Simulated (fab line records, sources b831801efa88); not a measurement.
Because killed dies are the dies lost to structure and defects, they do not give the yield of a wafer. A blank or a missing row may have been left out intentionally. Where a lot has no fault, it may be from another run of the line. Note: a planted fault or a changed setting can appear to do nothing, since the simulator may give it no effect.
fab line records	flow sky130
record: lots: 10	wafers: 29	last_day: 50
route steps=708 shown METAL2@500 METAL3@534 CAPM@539 PAD_OPEN@708
lots with no fault: from the same line, run without faults
start_h: the number of hours between the record's first day and the start of the first shown wafer of the lot	wait_h: how many hours have passed since the lot's step before this one	" as in the row above	L1.1+2: a row that stands for several wafers	- value missing, or start not given	* or withheld: withheld	< > ~ a bound
route shown NAME@n: names a module that has steps shown in the file, with the first one's number in the route	usual: the fault-free wafers' mean and standard deviation	same: alike in all rows	chamber/n: place in a boat	sites: the reading at each site	_std_site: the standard deviation of these	_edge_site: mean of outer sites minus mean of inner sites	radius_mm: for every site, how far away it sits from the centre of the wafer	mask NAME#n: copy n	behind: the last tool/chamber to shape the wafer	hold: cause of the lot's hold/its duration in hours/its outcome	device: transistor that didn't switch, given as n, p or np	end of line: tests run on the same wafers once the route is complete	a step given without rows: its recipe and nothing more	killed: not the wafer's yield, but the dies lost to structure and defects at the first sort	map: shows each die of a wafer: x if killed, . if not, _ if none is there
set.NAME: the run value of the setting; set.NAME@STEP: its run value at that earlier step	model.NAME: the simulator's own value behind a step, which no gauge read
route steps across a sampled set of lots; one table per step, one row per wafer
services: from which hour (start_h, from the record's first day; less than 0 if before it) a tool's chamber was out of use, for how many hours, and why
== steps ==
step: SKY_METAL2_DESCUM_17
recipe: chemistry: O2	source_power_w: 150	bias_power_w: 0	pressure_mtorr: 10	temp_c: 40	time_s: 8
usual: drypump_motor_current_A: 5.99/0.3	oes_product_au: 0.990/0.0077
lot.wafer	tool	chamber	start_h	wait_h	drypump_motor_current_A	oes_product_au	rf_hours_counter_h
L798.2	rie_metal-03	0	853.31	0.0	5.75	0.989	16
L798.5	"	0	"	"	5.77	0.999	-
L798.6	"	1	"	"	6.17	0.980	-
L800.1	rie_metal-01	1	860.61	0.0	6.24	0.986	16
L800.2	"	0	"	"	5.55	0.992	8
L800.6	"	1	"	"	6.23	0.982	-
L799.1	rie_metal-04	1	864.66	0.0	6.31	0.980	4
L799.2	"	0	"	"	6.04	0.988	7
L799.4	"	0	"	"	6.08	0.987	-
L806.1	rie_metal-01	0	956.26	0.0	5.48	1.003	13
L806.2	"	1	"	"	6.24	0.987	1
L806.3	"	0	"	"	5.50	1.000	-
L807.3	rie_metal-04	0	956.91	0.0	6.10	0.992	-
L807.6	"	0	"	"	6.09	0.988	-
L808.2	rie_metal-03	0	960.41	0.0	5.77	1.004	20
L808.3	"	1	"	"	6.19	0.991	-
L808.6	"	0	"	"	5.74	0.996	-
L812.1	rie_metal-01	0	967.71	0.0	5.52	0.994	14
L812.3	"	0	"	"	5.53	1.000	-
L812.6	"	0	"	"	5.52	0.996	-
L813.2	rie_metal-01	1	972.90	0.0	6.25	0.992	2
L813.4	"	1	"	"	6.25	1.004	-
L813.6	"	0	"	"	5.52	1.005	-
L814.1	rie_metal-03	0	973.41	0.0	5.74	0.994	21
L814.2	"	1	"	"	6.18	0.997	9
L814.5	"	1	"	"	6.19	0.990	-
L816.4	rie_metal-01	1	988.82	0.0	6.21	0.994	-
L816.5	"	1	"	"	6.25	0.982	-
L816.6	"	0	"	"	5.52	0.986	-
step: SKY_METAL3_SPUTTER_02
recipe: material: AlCu	target_thk_nm: 735	power_w: 10600	time_s: 39.1	chamber_pressure_pa: 0.4
usual: throttle_valve_pct: 29.6/1.1
lot.wafer	tool	chamber	start_h	wait_h	throttle_valve_pct
L798.2	pvd_sputter-02	-	881.80	0.0	28.8
L798.5	"	-	"	"	30.5
L798.6	"	-	"	"	30.9
L800.1	pvd_sputter-01	-	890.07	0.0	27.4
L800.2	"	-	"	"	28.5
L800.6	"	-	"	"	27.4
L799.1	pvd_sputter-02	-	893.54	0.0	30.6
L799.2	"	-	"	"	29.0
L799.4	"	-	"	"	29.3
L806.1	pvd_sputter-02	-	983.53	0.0	29.5
L806.2	"	-	"	"	30.9
L806.3	"	-	"	"	30.4
L807.3	pvd_sputter-04	-	984.18	0.0	29.2
L807.6	"	-	"	"	29.9
L808.2	pvd_sputter-02	-	986.76	0.0	30.5
L808.3	"	-	"	"	30.7
L808.6	"	-	"	"	30.9
L812.1	pvd_sputter-01	-	994.06	0.0	29.4
L812.3	"	-	"	"	28.5
L812.6	"	-	"	"	28.1
L813.2	pvd_sputter-01	-	999.02	0.0	30.5
L813.4	"	-	"	"	27.6
L813.6	"	-	"	"	29.3
L814.1	pvd_sputter-01	-	999.28	0.0	28.6
L814.2	"	-	"	"	29.4
L814.5	"	-	"	"	27.3
L816.4	pvd_sputter-04	-	1014.56	0.0	30.8
L816.5	"	-	"	"	30.1
L816.6	"	-	"	"	31.1
step: SKY_CAPM_SPUTTER_02
recipe: material: TiN	target_thk_nm: 200	temp_c: 300	power_w: 6500	time_s: 166.7	chamber_pressure_pa: 0.4
usual: throttle_valve_pct: 29.8/0.88
lot.wafer	tool	chamber	start_h	wait_h	throttle_valve_pct
L798.2	pvd_sputter-03	-	881.99	0.0	31.3
L798.5	"	-	"	"	28.6
L798.6	"	-	"	"	29.9
L800.1	pvd_sputter-04	-	890.26	0.1	29.9
L800.2	"	-	"	"	29.1
L800.6	"	-	"	"	31.2
L799.1	pvd_sputter-03	-	893.73	0.1	29.2
L799.2	"	-	"	"	30.0
L799.4	"	-	"	"	28.7
L806.1	pvd_sputter-03	-	983.73	0.1	29.2
L806.2	"	-	"	"	30.1
L806.3	"	-	"	"	28.8
L807.3	pvd_sputter-03	-	984.37	0.0	31.0
L807.6	"	-	"	"	30.0
L808.2	pvd_sputter-03	-	986.95	0.0	30.2
L808.3	"	-	"	"	31.0
L808.6	"	-	"	"	28.4
L812.1	pvd_sputter-04	-	994.25	0.1	29.0
L812.3	"	-	"	"	30.1
L812.6	"	-	"	"	30.9
L813.2	pvd_sputter-04	-	999.21	0.0	30.1
L813.4	"	-	"	"	29.2
L813.6	"	-	"	"	29.3
L814.1	pvd_sputter-02	-	999.47	0.1	28.9
L814.2	"	-	"	"	31.0
L814.5	"	-	"	"	29.1
L816.4	pvd_sputter-02	-	1014.76	0.0	30.8
L816.5	"	-	"	"	29.4
L816.6	"	-	"	"	29.1
step: SKY_CAPM_RS_MEAS_03
recipe: thk_meas_gauge: four-point-probe	reads: TiN_of_CAPM_SPUTTER_02
usual: CAPM_TIN_RS: 6.95/0.074
lot.wafer	tool	chamber	start_h	wait_h	CAPM_TIN_RS[ohm/sq]
L798.2	film_metro-04	-	882.12	0.1	6.90
L798.5	"	-	"	"	6.93
L798.6	"	-	"	"	6.96
L800.1	film_metro-02	-	890.37	0.1	6.95
L800.2	"	-	"	"	6.88
L800.6	"	-	"	"	6.87
L799.1	film_metro-02	-	893.84	0.1	6.95
L799.2	"	-	"	"	6.84
L799.4	"	-	"	"	6.92
L806.1	film_metro-01	-	983.84	0.1	6.91
L806.2	"	-	"	"	6.78
L806.3	"	-	"	"	6.95
L807.3	film_metro-01	-	984.52	0.1	7.43
L807.6	"	-	"	"	7.40
L808.2	film_metro-02	-	987.07	0.1	7.31
L808.3	"	-	"	"	7.33
L808.6	"	-	"	"	7.47
L812.1	film_metro-04	-	994.36	0.1	6.97
L812.3	"	-	"	"	6.94
L812.6	"	-	"	"	6.88
L813.2	film_metro-02	-	999.33	0.1	7.13
L813.4	"	-	"	"	7.05
L813.6	"	-	"	"	7.07
L814.1	film_metro-01	-	999.58	0.1	6.98
L814.2	"	-	"	"	7.01
L814.5	"	-	"	"	7.00
L816.4	film_metro-04	-	1014.93	0.1	7.02
L816.5	"	-	"	"	7.05
L816.6	"	-	"	"	7.07
step: SKY_CAPM_THK_MEAS_04
recipe: thk_meas_gauge: xrf	reads: TiN_of_CAPM_SPUTTER_02
usual: CAPM_TIN_THK: 199.5/2.4
lot.wafer	tool	chamber	start_h	wait_h	CAPM_TIN_THK[nm]
L798.2	film_metro-04	-	882.23	0.1	199.8
L798.5	"	-	"	"	199.7
L798.6	"	-	"	"	198.3
L800.1	film_metro-02	-	890.49	0.1	199.8
L800.2	"	-	"	"	201.2
L800.6	"	-	"	"	200.6
L799.1	film_metro-02	-	893.96	0.1	198.7
L799.2	"	-	"	"	202.6
L799.4	"	-	"	"	200.2
L806.1	film_metro-01	-	983.96	0.1	201.7
L806.2	"	-	"	"	204.8
L806.3	"	-	"	"	199.5
L807.3	film_metro-01	-	984.62	0.1	188.0
L807.6	"	-	"	"	188.7
L808.2	film_metro-02	-	987.18	0.1	190.9
L808.3	"	-	"	"	190.6
L808.6	"	-	"	"	186.0
L812.1	film_metro-04	-	994.48	0.1	198.6
L812.3	"	-	"	"	199.3
L812.6	"	-	"	"	201.3
L813.2	film_metro-02	-	999.44	0.1	194.2
L813.4	"	-	"	"	196.8
L813.6	"	-	"	"	195.3
L814.1	film_metro-01	-	999.70	0.1	200.2
L814.2	"	-	"	"	199.6
L814.5	"	-	"	"	199.0
L816.4	film_metro-04	-	1015.02	0.1	196.6
L816.5	"	-	"	"	195.8
L816.6	"	-	"	"	195.2
step: SKY_CAPM_METAL_ETCH_13
recipe: target_depth_nm: 220	stop_on: SiO2	chemistry: Cl2/BCl3	target: TiN	pressure_mtorr: 10	icp_w: 900	bias_w: 48.5	Cl2_flow_sccm: 60	bcl3_flow_sccm: 30	time_s: 62.9
usual: drypump_motor_current_A: 5.9/0.31	oes_product_au: 0.938/0.0077	throttle_valve_pct: 21.903/0.01
lot.wafer	tool	chamber	start_h	wait_h	drypump_motor_current_A	oes_product_au	rf_hours_counter_h	throttle_valve_pct
L798.2	rie_metal-01	0	908.42	0.0	5.5	0.942	10	21.900
L798.5	"	1	"	"	6.2	0.945	-	21.897
L798.6	"	0	"	"	5.5	0.939	-	21.892
L800.1	rie_metal-04	0	916.07	0.0	6.1	0.936	10	21.910
L800.2	"	1	"	"	6.3	0.946	7	21.902
L800.6	"	1	"	"	6.3	0.947	-	21.903
L799.1	rie_metal-02	0	919.97	0.0	5.9	0.944	14	21.890
L799.2	"	1	"	"	5.5	0.947	9	21.905
L799.4	"	1	"	"	5.6	0.931	-	21.906
L806.1	rie_metal-01	1	1006.39	0.0	6.2	0.943	4	21.891
L806.2	"	0	"	"	5.5	0.957	16	21.891
L806.3	"	0	"	"	5.5	0.932	-	21.904
L807.3	rie_metal-02	0	1007.30	0.0	5.9	0.901	-	21.909
L807.6	"	1	"	"	5.6	0.897	-	21.918
L808.2	rie_metal-04	0	1009.48	0.0	6.1	0.910	14	21.922
L808.3	"	1	"	"	6.3	0.911	-	21.920
L808.6	"	0	"	"	6.1	0.900	-	21.930
L812.1	rie_metal-04	1	1016.34	0.0	6.3	0.927	12	21.933
L812.3	"	1	"	"	6.4	0.947	-	21.909
L812.6	"	0	"	"	6.1	0.941	-	21.897
L813.2	rie_metal-02	1	1021.83	0.0	5.5	0.921	13	21.922
L813.4	"	1	"	"	5.5	0.931	-	21.907
L813.6	"	0	"	"	5.9	0.926	-	21.906
L814.1	rie_metal-01	1	1021.97	0.0	6.2	0.938	5	21.888
L814.2	"	0	"	"	5.5	0.932	17	21.915
L814.5	"	0	"	"	5.5	0.933	-	21.914
L816.4	rie_metal-04	1	1036.65	0.0	6.3	0.934	-	21.908
L816.5	"	0	"	"	6.1	0.927	-	21.913
L816.6	"	1	"	"	6.3	0.925	-	21.929
step: SKY_CAPM_STRIP_14
recipe: chemistry: O2/N2	power_w: 1400	pressure_mtorr: 1500	platen_temp_c: withheld	o2_flow_sccm: 3000	n2_flow_sccm: 300	overash_fraction: 0.5
usual: drypump_motor_current_A: 6.1/0.5	oes_product_au: 0.710/0.0044	strip_time_to_endpoint_s: 12.69/0.042
lot.wafer	tool	chamber	start_h	wait_h	drypump_motor_current_A	oes_product_au	rf_hours_counter_h	strip_time_to_endpoint_s
L798.2	plasma_asher-03	1	908.50	0.1	6.3	0.716	50	12.73
L798.5	"	1	"	"	6.3	0.711	-	12.73
L798.6	"	0	"	"	5.7	0.714	-	12.71
L800.1	plasma_asher-04	0	916.15	0.1	5.2	0.711	18	12.76
L800.2	"	1	"	"	6.7	0.715	18	12.75
L800.6	"	1	"	"	6.8	0.710	-	12.78
L799.1	plasma_asher-04	1	920.05	0.1	6.8	0.711	18	12.66
L799.2	"	0	"	"	5.2	0.706	18	12.65
L799.4	"	0	"	"	5.2	0.711	-	12.64
L806.1	plasma_asher-04	1	1006.46	0.1	6.8	0.706	26	12.63
L806.2	"	0	"	"	5.2	0.701	26	12.64
L806.3	"	0	"	"	5.2	0.709	-	12.68
L807.3	plasma_asher-03	1	1007.38	0.1	6.3	0.706	-	12.67
L807.6	"	0	"	"	5.7	0.708	-	12.70
L808.2	plasma_asher-01	0	1009.55	0.1	6.3	0.716	89	12.68
L808.3	"	1	"	"	6.4	0.713	-	12.73
L808.6	"	0	"	"	6.3	0.711	-	12.63
L812.1	plasma_asher-03	1	1016.41	0.1	6.3	0.712	61	12.70
L812.3	"	0	"	"	5.6	0.708	-	12.67
L812.6	"	0	"	"	5.6	0.710	-	12.67
L813.2	plasma_asher-03	1	1021.90	0.1	6.3	0.707	62	12.69
L813.4	"	0	"	"	5.7	0.715	-	12.68
L813.6	"	0	"	"	5.7	0.711	-	12.71
L814.1	plasma_asher-01	0	1022.05	0.1	6.3	0.713	90	12.72
L814.2	"	1	"	"	6.4	0.708	90	12.70
L814.5	"	0	"	"	6.2	0.720	-	12.73
L816.4	plasma_asher-01	1	1036.74	0.1	6.4	0.716	-	12.75
L816.5	"	1	"	"	6.4	0.712	-	12.68
L816.6	"	0	"	"	6.3	0.712	-	12.76
step: SKY_PAD_OPEN_PROBE_99
usual: defect_limited_yield: 82.6/2	killed_at_M0_to_M3: 43/7.3	killed_at_M4_up: 3.4/1.7	killed_at_contacts: 24/4.5	killed_at_front_end: 16/4.4	killed_at_other: 0.2/0.51	killed_dies: 86/9.7	killed_open: 46/6.6	killed_short: 39/7.1	sort_bin_3_pad_short: 0.9/0.45	sort_bin_5_function: 10.4/1.4	sort_bin_6_memory: 6.2/1.2	sort_n_pass: 406/9.7	sort_yield_pct: 82.6/2
same: gross_dies: 492	killed_at_back_side: 0	sort_bin_4_leakage[%]: 0	sort_bin_8_speed[%]: 0
lot.wafer	tool	chamber	start_h	wait_h	defect_limited_yield[%]	killed_at_M0_to_M3	killed_at_M4_up	killed_at_contacts	killed_at_front_end	killed_at_other	killed_dies	killed_open	killed_short	sort_bin_3_pad_short[%]	sort_bin_5_function[%]	sort_bin_6_memory[%]	sort_n_pass	sort_yield_pct[%]
L798.2	prober-01	-	1101.59	0.1	82.7	39	3	24	19	0	85	46	38	0.4	12.8	4.1	407	82.7
L798.5	prober-01	-	1101.74	0.2	85.8	40	0	19	11	0	70	40	30	0.4	7.3	6.5	422	85.8
L798.6	prober-01	-	1101.79	0.2	81.3	40	4	31	17	0	92	51	41	1.2	8.3	9.1	400	81.3
L800.1	prober-01	-	1106.73	0.1	83.1	51	3	22	7	0	83	45	38	0.6	9.1	7.1	409	83.1
L800.2	prober-01	-	1106.78	0.1	82.3	44	6	26	11	0	87	52	35	1.4	8.7	7.5	405	82.3
L800.6	prober-01	-	1106.98	0.2	80.1	47	7	21	23	0	98	59	39	0.8	11.8	7.3	394	80.1
L799.1	prober-01	-	1109.56	0.1	79.9	45	2	31	18	3	99	51	48	1.6	10.6	7.9	393	79.9
L799.2	prober-01	-	1109.61	0.1	85.6	34	1	16	20	0	71	44	27	0.8	8.9	4.7	421	85.6
L799.4	prober-01	-	1109.71	0.2	80.5	51	3	28	14	0	96	54	42	1.2	10.0	8.3	396	80.5
L807.3	prober-01	-	1179.06	0.2	78.0	50	8	28	22	0	108	58	48	1.6	11.8	8.5	384	78.0
L807.6	prober-01	-	1179.21	0.2	80.5	45	8	26	17	0	96	44	51	0.4	12.8	6.3	396	80.5
L806.1	prober-01	-	1180.46	0.1	81.7	49	3	14	23	1	90	44	46	2.4	10.2	5.7	402	81.7
L806.2	prober-01	-	1180.51	0.1	83.9	40	1	20	18	0	79	44	35	1.2	9.8	5.1	413	83.9
L806.3	prober-01	-	1180.56	0.2	80.1	59	1	20	18	0	98	51	47	1.8	11.4	6.7	394	80.1
L808.2	prober-01	-	1182.01	0.1	78.9	55	9	22	18	0	104	45	59	1.8	12.4	6.9	388	78.9
L808.3	prober-01	-	1182.06	0.2	80.3	48	6	28	14	1	97	59	38	0.6	12.8	6.3	395	80.3
L808.6	prober-01	-	1182.21	0.2	84.6	48	1	14	13	0	76	33	43	1.0	8.5	5.9	416	84.6
L812.1	prober-01	-	1186.39	0.1	80.5	44	5	28	19	0	96	53	43	0.6	12.0	6.9	396	80.5
L812.3	prober-01	-	1186.49	0.2	85.4	37	4	21	10	0	72	39	32	0.4	8.9	5.3	420	85.4
L812.6	prober-01	-	1186.64	0.2	82.5	46	4	23	13	0	86	55	31	0.4	10.6	6.5	406	82.5
L813.2	prober-01	-	1190.95	0.1	85.4	44	4	14	10	0	72	40	32	0.8	9.3	4.5	420	85.4
L813.4	prober-01	-	1191.05	0.2	85.0	35	3	20	16	0	74	46	27	0.8	8.9	5.3	418	85.0
L813.6	prober-01	-	1191.15	0.2	81.9	40	5	27	15	2	89	41	48	0.6	10.8	6.7	403	81.9
L814.1	prober-01	-	1191.20	0.2	86.8	31	3	19	12	0	65	38	27	0.2	8.3	4.7	427	86.8
L814.2	prober-01	-	1191.25	0.2	82.9	33	7	29	14	1	84	47	37	0.4	10.4	6.3	408	82.9
L814.5	prober-01	-	1191.40	0.3	85.4	33	1	22	16	0	72	41	31	0.8	8.5	5.3	420	85.4
L816.4	prober-01	-	1203.20	0.2	82.7	49	3	22	11	0	85	48	37	0.6	11.8	4.9	407	82.7
L816.5	prober-01	-	1203.25	0.2	83.7	36	3	25	16	0	80	42	37	0.8	9.8	5.7	412	83.7
L816.6	prober-01	-	1203.30	0.2	83.5	43	2	15	21	0	81	45	35	1.0	9.3	6.1	411	83.5
killed by level:class
L798.2 CONTACT:geometric_particle:open=12 VIA1:geometric_particle:open=7 LI_CONTACT:geometric_particle:open=6 VIA1:geometric_particle:short=6 POLY_GATE:geometric_particle:open=5 CONTACT:geometric_particle:short=5 METAL1:geometric_particle:short=5 VIA3:geometric_particle:open=5
L798.5 VIA1:geometric_particle:open=13 CONTACT:geometric_particle:open=8 CONTACT:geometric_particle:short=6 METAL1:geometric_particle:short=5 VIA1:geometric_particle:short=5 LI_CONTACT:geometric_particle:open=4 VIA2:geometric_particle:open=4 METAL2:geometric_particle:short=4
L798.6 CONTACT:geometric_particle:open=10 VIA1:geometric_particle:open=10 LI_CONTACT:geometric_particle:open=8 METAL1:geometric_particle:short=6 VIA3:geometric_particle:open=5 LI_CONTACT:geometric_particle:short=4 CONTACT:geometric_particle:short=4 METAL2:geometric_particle:short=4
L800.1 VIA1:geometric_particle:open=12 CONTACT:geometric_particle:open=9 VIA3:geometric_particle:open=8 VIA2:geometric_particle:open=7 METAL2:geometric_particle:short=6 LI_CONTACT:geometric_particle:open=5 METAL1:geometric_particle:short=5 LI_CONTACT:geometric_particle:short=4
L800.2 CONTACT:geometric_particle:open=11 VIA2:geometric_particle:open=11 VIA1:geometric_particle:open=10 VIA1:geometric_particle:short=7 LI_CONTACT:geometric_particle:open=6 LOCAL_INTERCONNECT:geometric_particle:short=5 METAL1:geometric_particle:short=4 VIA3:geometric_particle:open=4
L800.6 VIA2:geometric_particle:open=11 VIA1:geometric_particle:open=11 CONTACT:geometric_particle:open=9 VIA3:geometric_particle:open=7 METAL4:geometric_particle:short=6 FIELD_ISO:geometric_particle:open=5 METAL3:geometric_particle:short=5 SPACER:geometric_particle:open=4
L799.1 CONTACT:geometric_particle:open=14 VIA2:geometric_particle:open=11 METAL2:geometric_particle:short=8 LI_CONTACT:geometric_particle:open=6 VIA1:geometric_particle:open=6 LOCAL_INTERCONNECT:geometric_particle:short=5 CONTACT:geometric_particle:short=5 FIELD_ISO:geometric_particle:open=4
L799.2 VIA2:geometric_particle:open=9 FIELD_ISO:geometric_particle:short=8 CONTACT:geometric_particle:open=8 FIELD_ISO:geometric_particle:open=5 VIA1:geometric_particle:open=5 LI_CONTACT:geometric_particle:open=4 VIA3:geometric_particle:short=4 POLY_GATE:geometric_particle:open=3
L799.4 VIA1:geometric_particle:open=10 VIA2:geometric_particle:open=10 VIA1:geometric_particle:short=9 CONTACT:geometric_particle:open=8 LI_CONTACT:geometric_particle:open=7 METAL2:geometric_particle:short=6 LI_CONTACT:geometric_particle:short=5 CONTACT:geometric_particle:short=5
L807.3 VIA1:geometric_particle:open=12 CONTACT:geometric_particle:open=10 LI_CONTACT:geometric_particle:open=9 METAL4:geometric_particle:short=7 VIA3:geometric_particle:open=6 VIA2:geometric_particle:open=6 FIELD_ISO:geometric_particle:open=5 POLY_GATE:geometric_particle:open=5
L807.6 VIA2:geometric_particle:open=8 VIA1:geometric_particle:short=8 METAL1:geometric_particle:short=7 VIA1:geometric_particle:open=7 CONTACT:geometric_particle:open=7 LOCAL_INTERCONNECT:geometric_particle:short=6 FIELD_ISO:geometric_particle:short=5 CONTACT:geometric_particle:short=5
L806.1 FIELD_ISO:geometric_particle:open=9 VIA1:geometric_particle:open=7 VIA1:geometric_particle:short=7 VIA2:geometric_particle:open=7 VIA3:geometric_particle:open=6 LI_CONTACT:geometric_particle:open=5 VIA2:geometric_particle:short=5 METAL3:geometric_particle:short=5
L806.2 VIA1:geometric_particle:open=10 FIELD_ISO:geometric_particle:open=9 CONTACT:geometric_particle:open=9 METAL2:geometric_particle:short=7 FIELD_ISO:geometric_particle:short=6 VIA2:geometric_particle:open=6 LI_CONTACT:geometric_particle:open=4 VIA2:geometric_particle:short=4
L806.3 VIA1:geometric_particle:open=20 METAL1:geometric_particle:short=8 LI_CONTACT:geometric_particle:open=7 CONTACT:geometric_particle:short=7 VIA2:geometric_particle:open=5 VIA3:geometric_particle:open=5 POLY_GATE:geometric_particle:open=4 METAL2:geometric_particle:short=4
L808.2 VIA1:geometric_particle:open=18 METAL2:geometric_particle:short=11 VIA1:geometric_particle:short=8 POLY_GATE:geometric_particle:short=7 METAL4:geometric_particle:short=7 LOCAL_INTERCONNECT:geometric_particle:short=5 LI_CONTACT:geometric_particle:open=4 CONTACT:geometric_particle:open=4
L808.3 VIA1:geometric_particle:open=13 CONTACT:geometric_particle:open=12 VIA3:geometric_particle:open=10 VIA1:geometric_particle:short=6 CONTACT:geometric_particle:short=5 METAL4:geometric_particle:short=5 LOCAL_INTERCONNECT:geometric_particle:short=4 POLY_GATE:geometric_particle:open=3
L808.6 METAL1:geometric_particle:short=9 METAL2:geometric_particle:short=8 VIA1:geometric_particle:short=7 VIA2:geometric_particle:open=7 CONTACT:geometric_particle:short=5 VIA1:geometric_particle:open=5 SPACER:geometric_particle:open=4 CONTACT:geometric_particle:open=4
L812.1 VIA1:geometric_particle:open=12 VIA2:geometric_particle:open=9 LI_CONTACT:geometric_particle:open=8 CONTACT:geometric_particle:short=8 POLY_GATE:geometric_particle:open=6 VIA3:geometric_particle:open=6 CONTACT:geometric_particle:open=6 FIELD_ISO:geometric_particle:short=4
L812.3 CONTACT:geometric_particle:open=11 VIA1:geometric_particle:open=9 VIA1:geometric_particle:short=6 VIA3:geometric_particle:open=6 VIA2:geometric_particle:open=5 POLY_GATE:geometric_particle:short=4 LI_CONTACT:geometric_particle:open=4 CONTACT:geometric_particle:short=4
L812.6 VIA1:geometric_particle:open=11 LI_CONTACT:geometric_particle:open=9 VIA1:geometric_particle:short=7 VIA2:geometric_particle:open=7 VIA3:geometric_particle:open=6 CONTACT:geometric_particle:open=5 FIELD_ISO:geometric_particle:open=4 METAL1:geometric_particle:short=4
L813.2 VIA2:geometric_particle:open=10 VIA1:geometric_particle:short=7 VIA3:geometric_particle:open=7 LI_CONTACT:geometric_particle:open=6 FIELD_ISO:geometric_particle:short=5 METAL1:geometric_particle:short=5 VIA1:geometric_particle:open=5 FIELD_ISO:geometric_particle:open=3
L813.4 VIA2:geometric_particle:open=10 POLY_GATE:geometric_particle:open=7 CONTACT:geometric_particle:open=6 LOCAL_INTERCONNECT:geometric_particle:short=6 VIA1:geometric_particle:open=6 LI_CONTACT:geometric_particle:open=5 VIA1:geometric_particle:short=4 VIA3:geometric_particle:open=4
L813.6 VIA1:geometric_particle:open=10 CONTACT:geometric_particle:open=8 LI_CONTACT:geometric_particle:open=7 FIELD_ISO:geometric_particle:short=5 POLY_GATE:geometric_particle:open=5 VIA1:geometric_particle:short=5 METAL2:geometric_particle:short=5 VIA2:geometric_particle:open=5
L814.1 CONTACT:geometric_particle:open=10 VIA1:geometric_particle:open=7 LI_CONTACT:geometric_particle:open=4 METAL1:geometric_particle:short=4 METAL2:geometric_particle:short=4 VIA3:geometric_particle:open=4 VIA2:geometric_particle:open=4 POLY_GATE:geometric_particle:short=3
L814.2 CONTACT:geometric_particle:open=14 VIA2:geometric_particle:open=8 POLY_GATE:geometric_particle:short=5 VIA3:geometric_particle:open=5 VIA1:geometric_particle:open=5 VIA2:geometric_particle:short=4 METAL4:geometric_particle:short=4 LI_CONTACT:geometric_particle:short=4
L814.5 CONTACT:geometric_particle:open=10 VIA1:geometric_particle:open=8 CONTACT:geometric_particle:short=6 METAL2:geometric_particle:short=6 POLY_GATE:geometric_particle:open=5 VIA2:geometric_particle:short=5 METAL1:geometric_particle:short=4 VIA3:geometric_particle:open=4
L816.4 VIA1:geometric_particle:open=11 LI_CONTACT:geometric_particle:open=8 METAL2:geometric_particle:short=8 METAL1:geometric_particle:short=8 CONTACT:geometric_particle:open=7 VIA3:geometric_particle:open=6 FIELD_ISO:geometric_particle:open=4 VIA2:geometric_particle:short=4
L816.5 VIA1:geometric_particle:open=11 FIELD_ISO:geometric_particle:open=7 LOCAL_INTERCONNECT:geometric_particle:short=6 CONTACT:geometric_particle:open=6 VIA2:geometric_particle:open=5 LI_CONTACT:geometric_particle:open=5 POLY_GATE:geometric_particle:short=4 METAL1:geometric_particle:short=4
L816.6 VIA1:geometric_particle:open=14 VIA1:geometric_particle:short=8 METAL2:geometric_particle:short=8 FIELD_ISO:geometric_particle:short=6 POLY_GATE:geometric_particle:open=5 CONTACT:geometric_particle:open=5 LI_CONTACT:geometric_particle:open=4 VIA3:geometric_particle:open=4
== services ==
tool	chamber	start_h	hours	kind
pvd_sputter-02	-	834.71	1.1	repair
plasma_asher-03	-	840.66	1.6	repair
plasma_asher-01	-	861.32	14.2	pm
plasma_asher-04	-	879.95	4.5	repair
pvd_sputter-02	-	887.64	3.4	repair
pvd_sputter-01	-	890.77	4.1	repair
plasma_asher-01	-	902.30	0.4	repair
pvd_sputter-02	-	904.31	11.8	repair
rie_metal-01	1	912.60	-	clean
plasma_asher-01	-	912.72	3.7	repair
pvd_sputter-01	-	925.11	1.4	repair
rie_metal-03	0	927.17	20.9	repair
rie_metal-02	-	959.01	0.9	repair
plasma_asher-04	-	980.15	4.3	pm
rie_metal-01	-	980.42	0.4	repair
pvd_sputter-04	-	984.55	0.5	repair
pvd_sputter-03	-	995.72	0.8	repair
plasma_asher-01	-	995.79	9.6	repair
pvd_sputter-02	-	997.52	1.9	repair
pvd_sputter-03	-	998.51	4.1	repair
plasma_asher-03	-	1010.90	2.8	pm
pvd_sputter-04	-	1027.12	3.1	repair
pvd_sputter-01	-	1028.70	2.3	repair
pvd_sputter-03	-	1030.25	5.6	repair
== key ==
first_sign: step: SKY_CAPM_RS_MEAS_03	reading: CAPM_TIN_RS	direction: up	sigmas: 6	usual: 6.95	struck: 7.39
effect: step: SKY_CAPM_THK_MEAS_04	reading: CAPM_TIN_THK	direction: down	sigmas: 4.4	usual: 199.5	struck: 188.9
effect: step: SKY_CAPM_METAL_ETCH_13	reading: oes_product_au	direction: down	sigmas: 4.5	usual: 0.938	struck: 0.904
met_at SKY_CAPM_SPUTTER_02
struck_lots L807,L808
not_acting_at SKY_METAL2_DESCUM_17,SKY_METAL3_SPUTTER_02,SKY_CAPM_STRIP_14
onset_between 983.73 984.37
fault: kind: process_parameter_drift	tool: pvd_sputter-03	chamber: -	onset_h: 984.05	steps: SKY_CAPM_SPUTTER_02	channel: time_s	offset: *	shape: step	end_h: 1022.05	acts_in: *	stated: *
